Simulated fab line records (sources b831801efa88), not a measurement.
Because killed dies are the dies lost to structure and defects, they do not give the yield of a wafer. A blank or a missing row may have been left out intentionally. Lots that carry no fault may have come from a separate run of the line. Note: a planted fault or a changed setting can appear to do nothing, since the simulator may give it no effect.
Matching of chambers	flow sky130	cmp-01 running SKY_FIELD_ISO_CMP_27: 4 sister chambers
The step polishes, stops on Si3N4, t overpolish 16 s, target thk 457.8 nm. 4 wafers are shown with their chamber, then 9 later ones without.

## WAFERS PAIRED WITH THEIR CHAMBERS
wafer	chamber	motor current A (A)
L529.4	3	11.4
L533.2	1	12.3
L533.6	2	11.1
L536.1	0	10.4

## WAFERS WITHOUT THEIR CHAMBER
wafer	motor current A (A)
L536.5	9.8
L536.6	13.0
L537.1	10.9
L537.3	12.5
L537.5	10.7
L545.2	10.5
L545.5	11.2
L546.5	11.3
L546.6	10.1

## WHICH CHAMBER EACH WENT THROUGH
wafer	from the rows above	in truth
L536.5	can't be placed: 0 or 2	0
L536.6	1	1
L537.1	can't be placed: 2 or 0 or 3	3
L537.3	1	1
L537.5	can't be placed: 0 or 2 or 3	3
L545.2	can't be placed: 0 or 2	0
L545.5	can't be placed: 2 or 3 or 0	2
L546.5	can't be placed: 3 or 2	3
L546.6	can't be placed: 0 or 2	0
Placed correctly: 2 of 9. Unplaceable from these rows: 7, with the true chamber sitting among the candidates in 7. 0 placed wrongly.
How it was worked out, from the rows above alone: a wafer's distance from a chamber is the root of the sum, over the readings, of the square of ((its reading less the chamber's mean) divided by the reading's scatter). If the next closest chamber is less than 2 further off than the closest, the wafer can't be placed; otherwise it belongs to the closest. Each chamber's mean is taken over the wafers shown for it. The scatter (one wafer shown for each chamber): square how far every hidden wafer sits from the nearest shown wafer, average those squares and take the square root.
